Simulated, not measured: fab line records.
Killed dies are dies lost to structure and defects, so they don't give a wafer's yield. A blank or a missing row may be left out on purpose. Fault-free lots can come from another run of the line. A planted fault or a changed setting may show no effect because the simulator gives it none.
fab line records	flow sky130
[record] lots = 3	wafers = 9	lastDay = 49
route steps=708 shown RES_PROTECT@206 POLY_GATE@213 LDD_N@238 LDD_LDN@303 POLY_CUT@318 PAD_OPEN@708
lots that met no fault: from a run of the same line without faults
startH: the number of hours between the record's first day and the start of the first shown wafer of the lot	waitH: hours elapsed since this lot's preceding step	" the same as in the row above	L1.1+2: a row that stands for several wafers	- no value present, or no start provided	* or withheld: withheld	< > ~ a bound
route shown NAME@n: names a module that has steps shown in the file, with the first one's number in the route	usual: mean and standard deviation over wafers with no fault	same: alike in all rows	chamber/n: place in a boat	sites: readings site by site	_std_site: how widely they spread, as a standard deviation	_edge_site: inner sites' mean taken away from outer sites' mean	radiusMm: how far each site lies from the wafer's centre	mask NAME#n: copy n	behind: tool/chamber where the wafer was last shaped	hold: why the lot went on hold/how many hours it stayed there/how the hold came to an end	device: the n, p or np transistor that did not switch	end of line: tests run on the same wafers once the route is complete	a step with no rows: only its recipe	killed: dies lost to structure and defects at the first sort, not the wafer's yield	map: dies across one wafer; x = killed, . = not, _ = none there
set.NAME: setting as actually run; set.NAME@STEP: the setting as run at that earlier step	model.NAME: the simulator's own value behind a step, which no gauge read
lots at selected steps of the route; one table per step, one row per wafer
services: from which hour (startH, from the record's first day; less than 0 if before it) a tool's chamber was out of use, for how many hours, and why
[[steps]]
[step SKY_RES_PROTECT_DEHYDRATE_00]
[recipe] tempC = 200	timeS = 60
[step SKY_RES_PROTECT_HMDS_01]
[recipe] primeTimeS = 60	primeTempC = 120
[step SKY_RES_PROTECT_COAT_02]
[recipe] resist = NOVOLAK	spinRpm = 3000	resistThkNm = 1140
[step SKY_RES_PROTECT_SOFTBAKE_03]
[recipe] tempC = 90	timeS = 60	resist = NOVOLAK
[step SKY_RES_PROTECT_EXPOSE_04]
[recipe] maskId = RPM	na = 0.6	sourceShape = conventional	sigmaOuter = 0.6	polarization = unpolarized	targetCdNm = 1270	doseMj = 131
[step SKY_RES_PROTECT_PEB_05]
[recipe] tempC = withheld	timeS = *	resist = NOVOLAK
[step SKY_RES_PROTECT_DEVELOP_06]
[recipe] resist = NOVOLAK	developer = TMAH	developTimeS = 60	devTempC = 23
[step SKY_POLY_GATE_IMPLANT_02]
[recipe] species = P	energyKev = 30	doseCm2 = 7.7e+15	tiltDeg = 0
[step SKY_RES_PROTECT_STRIP_07]
[recipe] chemistry = O2/N2	powerW = 1400	pressureMtorr = 1500	platenTempC = withheld	o2FlowSccm = 3000	n2FlowSccm = 300	overashFraction = 0.5
[step SKY_RES_PROTECT_CLEAN_09]
[recipe] chemistry = SC1/SC2	mix = 1:4:20	tempC = 70	timeS = 150	dry = n2Spin
[step SKY_POLY_GATE_CVD_03]
[recipe] material = Si3N4	precursor = DCS/NH3	targetThkNm = 75	tempC = 770	timeS = 1290	pressureMtorr = 250
[usual] pressureMtorr = 250.1/0.52
lot.wafer	tool	chamber	startH	waitH	pressureMtorr	model.Si3N4_of_POLY_GATE_CVD_03.thkNm
L371.1	lpcvd-02	0	390.45	0.9	250.1	74.05
L371.4	"	0	"	"	250.2	75.31
L371.5	"	0	"	"	249.5	74.39
L381.2	lpcvd-02	0	486.88	1.0	300.8	79.88
L381.3	"	0	"	"	301.0	79.85
L381.4	"	0	"	"	300.8	80.34
L384.2	lpcvd-02	1	503.07	0.0	249.7	75.35
L384.3	"	1	"	"	249.7	75.29
L384.4	"	1	"	"	250.1	75.32
[step SKY_POLY_GATE_THK_MEAS_04]
[recipe] reads = Si3N4_of_POLY_GATE_CVD_03
[usual] POLY_GATE_CVD_03_THK = 75.2/0.73
lot.wafer	tool	chamber	startH	waitH	hold	POLY_GATE_CVD_03_THK[nm]
L371.1	filmMetro-02	-	391.81	0.0	-	74.1
L371.4	"	-	"	"	-	75.3
L371.5	"	-	"	"	-	74.4
L381.2	filmMetro-03	-	488.25	0.0	awaitDispo/0.2h/release	79.9
L381.3	"	-	"	"	awaitDispo/0.2h/release	79.8
L381.4	"	-	"	"	awaitDispo/0.2h/release	80.3
L381.2	filmMetro-03	-	488.47	0.2	-	79.9
L381.3	"	-	"	"	-	79.9
L381.4	"	-	"	"	-	80.4
L384.2	filmMetro-03	-	504.44	0.0	-	75.3
L384.3	"	-	"	"	-	75.2
L384.4	"	-	"	"	-	75.3
[step SKY_POLY_GATE_HMDS_06]
[recipe] primeTimeS = 60	primeTempC = 120
[step SKY_POLY_GATE_COAT_07]
[recipe] resist = BARC	tempC = withheld	timeS = withheld	spinRpm = 3000	resistThkNm = 110
[step SKY_POLY_GATE_COAT_08]
[recipe] resist = KrF-thick	spinRpm = 3000	resistThkNm = 450
[step SKY_POLY_GATE_SOFTBAKE_09]
[recipe] tempC = 100	timeS = 90	resist = KrF-thick
[step SKY_POLY_GATE_EXPOSE_10]
[recipe] maskId = P1M	na = 0.68	sourceShape = conventional	sigmaOuter = 0.6	targetCdNm = 150	doseMj = 28
[step SKY_POLY_GATE_PEB_11]
[recipe] pebTempC = withheld	pebTimeS = withheld	resist = KrF-thick
[step SKY_POLY_GATE_DEVELOP_12]
[recipe] developTimeS = 60	resist = KrF-thick	devTempC = 21
[step SKY_POLY_GATE_CD_MEAS_13]
[recipe] targetCdNm = 150
[usual] cdNm = 149.5/1.5
lot.wafer	tool	chamber	startH	waitH	hold	cdNm
L371.1	cdSem-02	-	421.66	-	-	150.6
L371.4	"	-	"	"	-	149.3
L371.5	"	-	"	"	-	150.3
L381.2	cdSem-01	-	518.98	-	awaitDispo/0.2h/release	161.3
L381.3	"	-	"	"	awaitDispo/0.2h/release	162.5
L381.4	"	-	"	"	awaitDispo/0.2h/release	162.4
L381.2	cdSem-01	-	519.27	0.3	-	161.2
L381.3	"	-	"	"	-	162.6
L381.4	"	-	"	"	-	162.6
L384.2	cdSem-01	-	534.48	-	-	148.0
L384.3	"	-	"	"	-	147.5
L384.4	"	-	"	"	-	148.2
[step SKY_POLY_GATE_OVL_MEAS_14]
[usual] POLY_GATE_OVL = 1/4.9
lot.wafer	tool	chamber	startH	waitH	hold	POLY_GATE_OVL[nm]
L371.1	overlay-01	-	421.78	0.1	-	-3
L371.4	"	-	"	"	-	-8
L371.5	"	-	"	"	-	-1
L381.2	overlay-01	-	534.48	15.2	awaitDispo/15.1h/release	-3
L381.3	"	-	"	"	awaitDispo/15.1h/release	1
L381.4	"	-	"	"	awaitDispo/15.1h/release	0
L384.2	overlay-01	-	534.58	0.1	-	7
L384.3	"	-	"	"	-	2
L384.4	"	-	"	"	-	5
[step SKY_POLY_GATE_ETCH_15]
[recipe] chemistry = N2/H2	target = BARC	ionEnergyEv = 200	sourceW = 500	biasW = 100	pressureMtorr = 30	n2FlowSccm = 100	h2FlowSccm = 200	stopOn = SiO2	timeS = 118.5	targetDepthA = 1100
[usual] drypumpMotorCurrentA = 5.8/0.44	oesProductAu = 0.716/0.0046	throttleValvePct = 13.213/0.0084
lot.wafer	tool	chamber	startH	waitH	drypumpMotorCurrentA	oesProductAu	rfHoursCounterH	throttleValvePct	model.POLY_GATE.cdNm
L371.1	rieDiel-02	0	421.82	0.0	5.0	0.717	75	13.216	156.1
L371.4	"	3	"	"	6.2	0.712	87	13.215	143.4
L371.5	"	2	"	"	5.1	0.711	-	13.219	149.5
L381.2	rieDiel-04	1	534.51	0.0	5.8	0.714	79	13.204	160.2
L381.3	"	2	"	"	5.2	0.711	27	13.191	161.9
L381.4	"	2	"	"	5.2	0.724	-	13.206	162.2
L384.2	rieDiel-03	2	534.61	0.0	6.1	0.717	46	13.218	146.1
L384.3	"	3	"	"	6.1	0.717	35	13.200	145.1
L384.4	"	0	"	"	5.1	0.719	33	13.228	146.2
[step SKY_POLY_GATE_ETCH_16]
[recipe] stopOn = poly-Si	chemistry = CH3F/O2	target = Si3N4	sourceW = 400	biasW = 80	pressureMtorr = 25	ch3fFlowSccm = 40	O2_flow_sccm = 30	timeS = 147.5	targetDepthA = 750
[usual] drypumpMotorCurrentA = 5.8/0.44	oesProductAu = 0.641/0.005	throttleValvePct = 10.534/0.01
lot.wafer	tool	chamber	startH	waitH	drypumpMotorCurrentA	oesProductAu	rfHoursCounterH	throttleValvePct	model.etch.depthNm
L371.1	rieDiel-02	0	421.90	0.0	5.0	0.637	75	10.545	74.05
L371.4	"	3	"	"	6.2	0.646	87	10.540	75.31
L371.5	"	2	"	"	5.1	0.638	-	10.538	74.39
L381.2	rieDiel-04	1	534.60	0.0	5.7	0.659	80	10.551	79.88
L381.3	"	2	"	"	5.2	0.658	28	10.528	79.85
L381.4	"	2	"	"	5.2	0.657	-	10.531	80.34
L384.2	rieDiel-03	2	534.70	0.0	6.2	0.640	46	10.537	75.35
L384.3	"	3	"	"	6.1	0.642	35	10.539	75.29
L384.4	"	0	"	"	5.1	0.645	33	10.538	75.32
[step SKY_POLY_GATE_ETCH_17]
[recipe] targetDepthNm = 180	stopOn = SiO2	overEtchFrac = 0.56667	chemistry = HBr/Cl2	target = poly-Si	icpW = 400	biasW = 100	pressureMtorr = 10	HBr_flow_sccm = 150	Cl2_flow_sccm = 50	timeS = 70.5
[usual] HBr_flow_sccm = 150.0/0.45	drypumpMotorCurrentA = 5.9/0.52	oesProductAu = 0.986/0.009	throttleValvePct = 33.684/0.0093
lot.wafer	tool	chamber	startH	waitH	HBr_flow_sccm	drypumpMotorCurrentA	oesProductAu	rfHoursCounterH	throttleValvePct	model.POLY_GATE.cdNm
L371.1	rieSi-02	2	422.00	0.0	149.7	5.4	0.991	21	33.673	156.8
L371.4	"	0	"	"	149.5	6.3	0.979	9	33.676	143.6
L371.5	"	0	"	"	149.4	6.3	0.980	-	33.695	150.1
L381.2	rieSi-02	1	534.69	0.0	149.8	6.2	0.975	3	33.698	160.9
L381.3	"	3	"	"	149.5	6.1	0.986	4	33.689	163.5
L381.4	"	2	"	"	150.3	5.4	0.983	21	33.676	161.9
L384.2	rieSi-02	2	534.80	0.0	150.2	5.4	0.985	21	33.677	145.1
L384.3	"	0	"	"	149.9	6.3	0.979	10	33.661	144
L384.4	"	3	"	"	149.8	6.1	0.994	4	33.691	146.5
[step SKY_POLY_GATE_STRIP_18]
[recipe] chemistry = O2/N2	powerW = 1400	pressureMtorr = 1500	platenTempC = withheld	o2FlowSccm = 3000	n2FlowSccm = 300	overashFraction = 0.5
[step SKY_POLY_GATE_CLEAN_19]
[recipe] chemistry = SC1/SC2	mix = 1:4:20	tempC = 70	timeS = 150	dry = n2Spin
[step SKY_POLY_GATE_OXIDATION_20]
[recipe] tempC = 850	ambient = O2	stabiliseS = 600	purgeS = 300	targetThkA = 40	oxTimeS = 899
[step SKY_POLY_GATE_CD_MEAS_22]
[usual] cdNm = 149/3.1
lot.wafer	tool	chamber	startH	waitH	hold	cdNm
L371.1	cdSem-01	-	423.51	0.1	-	157
L371.4	"	-	"	"	-	144
L371.5	"	-	"	"	-	150
L384.2	cdSem-01	-	536.35	0.1	-	145
L384.3	"	-	"	"	-	144
L384.4	"	-	"	"	-	146
L381.2	cdSem-02	-	536.47	0.1	awaitDispo/0.2h/release	161
L381.3	"	-	"	"	awaitDispo/0.2h/release	164
L381.4	"	-	"	"	awaitDispo/0.2h/release	162
L381.2	cdSem-02	-	536.80	0.3	-	160
L381.3	"	-	"	"	-	163
L381.4	"	-	"	"	-	162
[step SKY_LDD_N_HMDS_01]
[recipe] primeTimeS = 60	primeTempC = 120
[step SKY_LDD_N_COAT_02]
[recipe] resist = NOVOLAK	spinRpm = 3000	resistThkNm = 300
[step SKY_LDD_N_SOFTBAKE_03]
[recipe] tempC = 90	timeS = 60	resist = NOVOLAK
[step SKY_LDD_N_EXPOSE_04]
[recipe] maskId = NTM	targetCdNm = 840	na = 0.6	sourceShape = conventional	sigmaOuter = 0.6	doseMj = 110
[step SKY_LDD_N_PEB_05]
[recipe] tempC = withheld	timeS = *	resist = NOVOLAK
[step SKY_LDD_N_DEVELOP_06]
[recipe] developTimeS = 60	devTempC = 23
[step SKY_LDD_N_IMPLANT_08]
[recipe] species = As	energyKev = 20	doseCm2 = 7.5e+13	tiltDeg = withheld	rotationDeg = 23
[step SKY_LDD_N_IMPLANT_09]
[recipe] species = As	energyKev = 20	doseCm2 = 7.5e+13	tiltDeg = withheld	rotationDeg = 113
[step SKY_LDD_LDN_CLEAN_14]
[recipe] chemistry = SC1/SC2	mix = 1:4:20	tempC = 70	timeS = 150	dry = n2Spin
lot.wafer	tool	chamber	startH	waitH	model.Si3N4_of_POLY_GATE_CVD_03.thkNm
L371.1	wetBench-02	1	579.10	0.1	73.92
L371.4	"	1	"	"	75.17
L371.5	"	1	"	"	74.26
L381.2	wetBench-01	0	668.10	0.0	79.74
L381.3	"	0	"	"	79.71
L381.4	"	0	"	"	80.2
L384.2	wetBench-02	1	680.90	0.0	75.22
L384.3	"	1	"	"	75.15
L384.4	"	1	"	"	75.18
[step SKY_POLY_CUT_ETCH_11]
[recipe] target = Si3N4	chemistry = CF4/CH2F2/Ar	stopOn = poly-Si	sourceW = 600	biasW = 150	pressureMtorr = 40	cf4FlowSccm = 40	ch2f2FlowSccm = 20	Ar_flow_sccm = 150	timeS = 42.5	targetDepthA = 600
[usual] drypumpMotorCurrentA = 5.6/0.48	oesProductAu = 0.830/0.0066	throttleValvePct = 14.994/0.01
lot.wafer	tool	chamber	startH	waitH	drypumpMotorCurrentA	oesProductAu	rfHoursCounterH	throttleValvePct	model.etch.depthNm	model.POLY_CUT.featureDepthNm
L371.1	rieDiel-02	1	609.31	0.0	5.7	0.824	11	14.998	61.14	61.14
L371.4	"	2	"	"	5.1	0.825	0	14.997	61.99	61.99
L371.5	"	1	"	"	5.8	0.829	-	14.977	61.24	61.24
L381.2	rieDiel-01	2	702.23	0.0	6.2	0.864	13	15.005	65.9	65.9
L381.3	"	3	"	"	4.9	0.861	7	14.998	66.23	66.23
L381.4	"	0	"	"	5.5	0.866	6	14.994	66.3	66.3
L384.2	rieDiel-01	1	711.64	0.0	5.3	0.826	8	14.979	62.48	62.48
L384.3	"	2	"	"	6.2	0.826	14	15.002	61.88	61.88
L384.4	"	3	"	"	4.9	0.831	7	14.991	62	62
[step SKY_PAD_OPEN_PROBE_99]
[usual] killed_at_M0_to_M3 = 44/6.5	killed_at_M4_up = 2.9/1.7	killedAtContacts = 24/5.7	killedAtFrontEnd = 16/4.4	killedAtOther = 0.2/0.48	killedDies = 87/9.6	killedOpen = 48/6.7	killedShort = 38/6.2
[same] grossDies = 492	killedAtBackSide = 0
lot.wafer	tool	chamber	startH	waitH	killed_at_M0_to_M3	killed_at_M4_up	killedAtContacts	killedAtFrontEnd	killedAtOther	killedDies	killedOpen	killedShort	model.etest.pfet_01v8.rOnOhmUm	model.etest.pfetG5v0d10v5.rOnOhmUm	model.etest.resPoly.lineOhmUm	model.etest.nfet_01v8.rOnOhmUm	model.etest.nfetG5v0d10v5.rOnOhmUm	model.etest.sonosUncharged.rOnOhmUm	model.etest.nfet_01v8_lvt.driveUaUm	model.etest.nfet_01v8_swapped.driveUaUm
L371.1	prober-01	-	1111.97	0.1	45	3	29	18	1	96	53	43	3063	4766	463.9	862.3	1870	820.9	557.1	486.9
L371.4	prober-01	-	1112.12	0.2	50	0	25	14	0	89	49	40	2848	4706	538.7	816.3	1832	807.5	582.9	511.9
L371.5	prober-01	-	1112.17	0.2	42	5	23	19	1	90	46	43	2908	4690	510.8	809.2	1836	791.9	582.7	513.2
L381.2	prober-02	-	1180.29	0.1	46	4	30	19	0	99	47	52	3017	4868	458.5	877.1	1918	837.2	549.2	485.2
L381.3	prober-02	-	1180.34	0.2	36	4	22	17	1	80	46	34	3086	4915	447.1	894.2	1931	853.7	542.8	482.7
L381.4	prober-02	-	1180.39	0.2	44	5	37	12	0	98	51	47	3019	4822	464.9	874.2	1927	840	547.5	482.7
L384.2	prober-01	-	1182.34	0.1	46	4	20	22	0	92	47	45	2930	4798	518.9	846.2	1912	818.3	561.2	489.1
L384.3	prober-01	-	1182.39	0.2	48	7	20	16	0	91	50	41	2875	4648	532.8	816	1847	804.6	581.5	509.7
L384.4	prober-01	-	1182.44	0.2	34	4	19	16	0	73	40	33	2853	4698	519.1	814.3	1889	799.6	577.4	505.6
// killed by level:class
L371.1 VIA1:geometricParticle:open=14 CONTACT:geometricParticle:open=11 LOCAL_INTERCONNECT:geometricParticle:short=8 METAL1:geometricParticle:short=7 LI_CONTACT:geometricParticle:open=6 METAL2:geometricParticle:short=6 VIA2:geometricParticle:open=5 FIELD_ISO:geometricParticle:open=4
L371.4 METAL1:geometricParticle:short=10 CONTACT:geometricParticle:open=10 VIA1:geometricParticle:open=10 LI_CONTACT:geometricParticle:open=6 VIA2:geometricParticle:open=6 CONTACT:geometricParticle:short=6 VIA1:geometricParticle:short=6 VIA3:geometricParticle:open=6
L371.5 CONTACT:geometricParticle:open=8 METAL2:geometricParticle:short=7 VIA2:geometricParticle:open=7 LI_CONTACT:geometricParticle:open=6 FIELD_ISO:geometricParticle:short=5 METAL1:geometricParticle:short=5 POLY_GATE:geometricParticle:open=5 VIA1:geometricParticle:short=5
L381.2 CONTACT:geometricParticle:open=12 VIA1:geometricParticle:open=12 CONTACT:geometricParticle:short=10 VIA1:geometricParticle:short=9 METAL1:geometricParticle:short=6 VIA2:geometricParticle:open=5 METAL3:geometricParticle:short=5 FIELD_ISO:geometricParticle:open=4
L381.3 CONTACT:geometricParticle:open=8 VIA2:geometricParticle:open=7 VIA1:geometricParticle:open=6 VIA3:geometricParticle:open=5 POLY_GATE:geometricParticle:short=4 CONTACT:geometricParticle:short=4 LI_CONTACT:geometricParticle:open=4 LOCAL_INTERCONNECT:geometricParticle:short=4
L381.4 CONTACT:geometricParticle:open=13 VIA3:geometricParticle:open=10 LI_CONTACT:geometricParticle:short=7 LI_CONTACT:geometricParticle:open=6 LOCAL_INTERCONNECT:geometricParticle:short=6 VIA1:geometricParticle:open=6 VIA2:geometricParticle:short=6 VIA2:geometricParticle:open=6
L384.2 METAL2:geometricParticle:short=7 METAL1:geometricParticle:short=7 VIA1:geometricParticle:open=7 CONTACT:geometricParticle:open=6 VIA3:geometricParticle:open=6 VIA2:geometricParticle:open=5 POLY_GATE:geometricParticle:short=5 LOCAL_INTERCONNECT:geometricParticle:short=5
L384.3 VIA1:geometricParticle:open=16 LI_CONTACT:geometricParticle:open=6 VIA2:geometricParticle:open=6 METAL4:geometricParticle:short=6 METAL2:geometricParticle:short=5 CONTACT:geometricParticle:open=5 METAL3:geometricParticle:short=5 POLY_GATE:geometricParticle:open=4
L384.4 LI_CONTACT:geometricParticle:open=8 VIA2:geometricParticle:open=7 METAL2:geometricParticle:short=6 VIA3:geometricParticle:open=6 POLY_GATE:geometricParticle:short=5 CONTACT:geometricParticle:open=5 VIA1:geometricParticle:open=5 FIELD_ISO:geometricParticle:open=3
[[services]]
tool	chamber	startH	hours	kind
rieSi-02	-	398.26	14.6	pm
rieDiel-04	2	403.14	5.7	repair
rieDiel-03	3	403.98	10.1	repair
rieDiel-03	1	409.76	4.0	repair
rieDiel-01	3	443.56	5.4	repair
rieDiel-01	2	444.97	6.0	repair
rieDiel-02	-	449.51	1.1	repair
lpcvd-02	-	456.47	2.8	pm
rieDiel-04	2	457.73	14.1	repair
rieDiel-04	0	468.29	5.0	repair
rieDiel-04	0	477.08	2.4	repair
rieDiel-02	3	483.96	4.6	repair
rieDiel-04	-	486.76	0.9	repair
rieSi-02	2	488.82	3.9	repair
rieDiel-01	3	492.91	6.6	repair
rieDiel-03	1	502.57	5.8	repair
lpcvd-02	-	512.48	6.0	pm
rieDiel-02	-	526.32	2.8	pm
rieDiel-02	1	565.91	5.6	repair
rieSi-02	1	576.05	7.5	repair
lpcvd-02	-	581.91	0.9	repair
lpcvd-02	-	606.34	0.6	repair
lpcvd-02	-	642.32	28.1	pm
rieSi-02	-	673.69	8.0	repair
[[key]]
[firstSign] step = SKY_POLY_GATE_CVD_03	reading = pressureMtorr	direction = up	sigmas = 98	usual = 250.1	struck = 300.8
[effect] step = SKY_POLY_GATE_THK_MEAS_04	reading = visit	direction = added
[effect] step = SKY_POLY_GATE_THK_MEAS_04	reading = POLY_GATE_CVD_03_THK	direction = up	sigmas = 6.5	usual = 75.2	struck = 80.0
[effect] step = SKY_POLY_GATE_CD_MEAS_13	reading = visit	direction = added	through = controlLoop
[effect] step = SKY_POLY_GATE_CD_MEAS_13	reading = cdNm	direction = up	sigmas = 8.2	usual = 149.5	struck = 162.1	through = controlLoop
[effect] step = SKY_POLY_GATE_ETCH_16	reading = oesProductAu	direction = up	sigmas = 3.4	usual = 0.641	struck = 0.658	through = controlLoop
[effect] step = SKY_POLY_GATE_CD_MEAS_22	reading = visit	direction = added	through = controlLoop
[effect] step = SKY_POLY_CUT_ETCH_11	reading = oesProductAu	direction = up	sigmas = 5.1	usual = 0.830	struck = 0.864
[modelEffect] step = SKY_POLY_GATE_CVD_03	value = Si3N4_of_POLY_GATE_CVD_03.thkNm	without = 75.81	struck = 80.02
[modelEffect] step = SKY_POLY_GATE_ETCH_15	value = POLY_GATE.cdNm	without = 150.4	struck = 161.4
[modelEffect] step = SKY_POLY_GATE_ETCH_16	value = etch.depthNm	without = 75.81	struck = 80.02
[modelEffect] step = SKY_POLY_GATE_ETCH_17	value = POLY_GATE.cdNm	without = 151.3	struck = 162.1
[modelEffect] step = SKY_LDD_LDN_CLEAN_14	value = Si3N4_of_POLY_GATE_CVD_03.thkNm	without = 75.67	struck = 79.89
[modelEffect] step = SKY_POLY_CUT_ETCH_11	value = etch.depthNm	without = 62.65	struck = 66.14
[modelEffect] step = SKY_PAD_OPEN_PROBE_99	value = etest.pfet_01v8.rOnOhmUm	without = 2881	struck = 3041
metAt SKY_POLY_GATE_CVD_03
struckWafers L381.2,L381.3,L381.4
testerLeftOut L381
[loopTrim] step = SKY_POLY_GATE_EXPOSE_10	setting = dose	lots = L381
onsetBetween 390.45 486.88
[fault] kind = processParameterDrift	tool = lpcvd-02	chamber = 0	onsetH = 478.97	steps = SKY_POLY_GATE_CVD_03	channel = pressureMtorr	offset = 50	shape = step	endH = 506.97	actsIn = theseRecipesOnly	stated = 250
// testerLeftOut: of these lots the tester's yield and bins aren't shown, on N5 and GAA mostly nor the transistor test; their killed dies are dies lost to structure and defects alone, not to doping, threshold or leakage, so they don't give the yield
// loopTrim: a control loop set the setting to another value than it would have without faults
